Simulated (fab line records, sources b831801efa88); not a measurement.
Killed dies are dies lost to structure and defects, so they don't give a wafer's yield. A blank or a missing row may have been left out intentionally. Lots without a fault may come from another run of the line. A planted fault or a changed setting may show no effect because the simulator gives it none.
Which tool was responsible? -- flow sky130 -- 11 lots, 33 wafers sampled, at 3 steps of a route of 708

== WHAT THE GAUGES SHOWED, per wafer ==
SKY_SD_N_RS_MEAS_16: measures by four-point-probe.
lot,measured,on,SD_N_RS (ohm/sq)
L436,day 28 04:02,film_metro-03,68.69 68.72 68.72
L437,day 28 12:26,film_metro-03,68.56 68.63 68.55
L442,day 30 09:13,film_metro-04,68.49 68.56 68.54
L444,day 31 02:27,film_metro-03,68.70 68.73 68.72
L445,day 31 19:23,film_metro-03,68.51 68.55 68.63
L447,day 32 08:04,film_metro-01,68.34 68.50 68.37
L448,day 32 10:55,film_metro-01,68.66 68.60 68.55
L449,day 32 18:23,film_metro-04,68.69 68.52 68.67
L454,day 34 07:28,film_metro-04,68.70 68.52 68.57
L457,day 35 08:25,film_metro-03,65.92 65.93 65.77
L459,day 35 12:29,film_metro-03,65.94 66.17 66.07

SKY_SD_N_RS_MEAS_17: measures by four-point-probe.
lot,measured,on,SD_P_RS (ohm/sq)
L436,day 28 04:10,film_metro-03,148.2 148.0 147.8
L437,day 28 12:34,film_metro-03,146.9 147.0 146.9
L442,day 30 09:20,film_metro-04,147.5 147.4 147.4
L444,day 31 02:34,film_metro-03,147.5 147.9 147.5
L445,day 31 19:30,film_metro-03,146.7 147.3 147.8
L447,day 32 08:11,film_metro-01,146.8 146.7 146.8
L448,day 32 11:02,film_metro-01,147.4 147.2 147.2
L449,day 32 18:31,film_metro-04,147.5 147.3 147.1
L454,day 34 07:35,film_metro-04,147.1 146.9 147.2
L457,day 35 08:32,film_metro-03,134.2 134.1 134.2
L459,day 35 12:37,film_metro-03,134.6 134.5 134.6

== EACH LOT AND THE TOOL THAT RAN IT (in order: tool; ch and the chambers of the sampled wafers; start) ==
lot,SKY_SD_N_RTA_14
L436,"rtp_anneal-01 ch 0, day 28 03:49"
L437,"rtp_anneal-02 ch 0, day 28 12:15"
L442,"rtp_anneal-01 ch 0, day 30 09:01"
L444,"rtp_anneal-01 ch 0, day 31 02:16"
L445,"rtp_anneal-02 ch 0, day 31 19:13"
L447,"rtp_anneal-01 ch 0, day 32 07:54"
L448,"rtp_anneal-02 ch 0, day 32 10:45"
L449,"rtp_anneal-01 ch 0, day 32 18:13"
L454,"rtp_anneal-01 ch 0, day 34 07:18"
L457,"rtp_anneal-02 ch 0, day 35 08:15"
L459,"rtp_anneal-02 ch 0, day 35 12:19"
- SKY_SD_N_RTA_14: time 2 s.

== AS READ BY THE TOOLS THEMSELVES (means over the sampled wafers that have a number; for cases with no such wafer, the mark the record gives instead) ==
SKY_SD_N_RTA_14.
lot,tool,lamp_power_pct (%),ramp_down_c_per_s,wafer_temp_C_max
L436,rtp_anneal-01,15.75,89.999,1077.7
L437,rtp_anneal-02,15.71,89.994,1078.1
L442,rtp_anneal-01,15.68,89.992,1078.4
L444,rtp_anneal-01,15.75,89.988,1079.9
L445,rtp_anneal-02,15.74,89.985,1077.8
L447,rtp_anneal-01,15.79,89.993,1077.9
L448,rtp_anneal-02,15.78,90.004,1079.3
L449,rtp_anneal-01,15.75,89.997,1077.5
L454,rtp_anneal-01,15.76,90.002,1079.4
L457,rtp_anneal-02,16.00,90.020,1093.8
L459,rtp_anneal-02,15.99,89.996,1093.7

== THE ANSWER, worked out from the rows above alone ==
Rule: the lots themselves supply what counts as usual. Put in order of their means at a reading, lots are off if they are a third of the lots or fewer, leave a main group of 4 or more, and stand apart from it by a gap of 3 or more times the standard deviation of the main group's means; of several such gaps the widest counts. A main group is skipped when, at the precision printed for the reading in the tables above, its means are all equal. Also off: a lot with no number at a reading for which 4 or more lots have one. Any other lot the step has rows for is counted as sound. First the gauges in route order, then the tools' own readings, where a lot's mean is used as printed above. The first step at which some lot is off is used, and at that step the reading that is off furthest; a lot without a number counts as furthest.
Off: L457, L459, at SKY_SD_N_RS_MEAS_16 (SD_N_RS). Main group: mean 68.59 ohm/sq, sd 0.089.
If a tool, at a process step before that reading, ran all the lots that are off and no sound lot after the first of them, it fits. The gauges at SKY_SD_N_RS_MEAS_16 aren't tried: what is off there is off at SKY_SD_N_RTA_14 too, on other tools, and a gauge's error can't cause that. One fits: rtp_anneal-02 at SKY_SD_N_RTA_14. Its last sound lot is L448 (day 32 10:45), its first lot that is off L457 (day 35 08:15): a fault that began between those two fits.
The tool's own readings at SKY_SD_N_RTA_14 bear it out: on the lots that are off they differ by more than 5 times the standard deviation of the sound lots' means. lamp_power_pct reads 16.00 % there against 15.75 % on the sound lots; wafer_temp_C_max reads 1093.8 there against 1078.4 on the sound lots.

== WHAT THE SIMULATOR HAD PUT IN ==
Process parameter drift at SKY_SD_N_RTA_14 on rtp_anneal-02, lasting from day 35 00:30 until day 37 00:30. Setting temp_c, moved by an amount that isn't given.
Shown lots that were struck: L457, L459. This agrees with what the rule above found.
